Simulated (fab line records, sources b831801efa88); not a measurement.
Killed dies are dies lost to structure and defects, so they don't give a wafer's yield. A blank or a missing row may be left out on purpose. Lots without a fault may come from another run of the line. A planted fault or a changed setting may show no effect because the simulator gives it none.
A struck lot beside a sound one | flow sky130 | 14 steps out of a route of 708
Sound: wafers L904.1, L904.2, L904.4. Struck: wafers L914.1, L914.3, L914.6. The cause comes at the end.
At each step with rows: each side's tool, then ch and its chambers, then its first start. Under that, the readings that differ: sound wafers | struck wafers | difference of the means | sigmas: that difference in standard deviations of wafers without a fault.
alike: readings whose means differ by less than 2 such deviations, and words and numbers that are the same on both sides. not compared: withheld readings, readings that some wafer has no value for, bounds like >300 that may hide the same value, and numbers for which the record gives no deviation and whose values overlap.
The two part at a step that has a row with sigmas, a row that says differs or no value, or rows on one side only. Numbers that don't overlap but have no deviation are shown without sigmas and don't part them. A reading that every wafer of one side lacks parts them only if that side has two wafers or more.

first, 6 steps without rows for these wafers: SKY_METAL3_COAT_07 (resist thk 60 nm); SKY_METAL3_COAT_08 (resist thk 1140 nm); SKY_METAL3_SOFTBAKE_09 (time 90 s); SKY_METAL3_EXPOSE_10 (exposes mask MM3, target cd 300 nm); SKY_METAL3_PEB_11; SKY_METAL3_DEVELOP_12 (develop time 60 s).
SKY_METAL3_CD_MEAS_13: target cd 300 nm.
  sound on cd_sem-02, day 38 12:52; struck on cd_sem-02, day 41 18:28
  alike: cd_nm
SKY_METAL3_OVL_MEAS_14:
  sound on overlay-01, day 38 12:59; struck on overlay-01, day 41 18:35
  alike: METAL3_OVL
SKY_METAL3_DESCUM_15: chemistry O2, time 8 s.
  sound on rie_metal-04 ch 0,1, day 38 13:01; struck on rie_metal-01 ch 0,1, day 41 18:38
  alike: drypump_motor_current_A, oes_product_au
  not compared: rf_hours_counter_h
SKY_METAL3_ETCH_16: etches BARC in N2/H2, stops on SiO2, time 88.2 s, target depth 60 nm.
  sound on rie_metal-04 ch 0,1, day 38 13:03; struck on rie_metal-01 ch 0,1, day 41 18:40
  alike: drypump_motor_current_A, oes_product_au, throttle_valve_pct
  not compared: rf_hours_counter_h
SKY_METAL3_ETCH_17: etches SiO2 in C4F8/O2/Ar, stops on TiN, time 3.9 s, target depth 15 nm.
  sound on rie_diel-03 ch 0,1,2, day 38 13:09; struck on rie_diel-04 ch 0,2,3, day 41 18:46
  alike: oes_product_au
  not compared: rf_hours_counter_h
SKY_METAL3_METAL_ETCH_18: etches the open film in Cl2/BCl3, stops on SiO2, target depth 845 nm, time 183.1 s.
  sound on rie_metal-02 ch 0,1, day 38 13:10; struck on rie_metal-02 ch 0,1, day 41 18:47
  alike: drypump_motor_current_A, oes_product_au, throttle_valve_pct
  not compared: rf_hours_counter_h
SKY_METAL3_STRIP_19: strips in O2/N2.
  sound on plasma_asher-04 ch 0,1, day 38 13:21; struck on plasma_asher-04 ch 0,1, day 41 18:58
  no value came back on the struck wafers for chamber_pressure_mTorr (mTorr), drypump_motor_current_A (A), oes_product_au (a.u.), strip_time_to_endpoint_s (s); on the sound wafers chamber_pressure_mTorr (mTorr) reads 1497.4 1501.8 1501.9
  reading                                       | sound | struck          | difference | sigmas
  model.KrF-thick_of_METAL3_COAT_08.thk_nm (nm) | 0 0 0 | 520.7 536.1 526 | +527.6     |
  not compared: rf_hours_counter_h
then, 1 step without rows for these wafers: SKY_METAL3_STRIP_20 (strips in post etch residue remover, time 1200 s).

WHERE THEY PART
Only at SKY_METAL3_STRIP_19, within this record.

WHY: what the simulator had put in
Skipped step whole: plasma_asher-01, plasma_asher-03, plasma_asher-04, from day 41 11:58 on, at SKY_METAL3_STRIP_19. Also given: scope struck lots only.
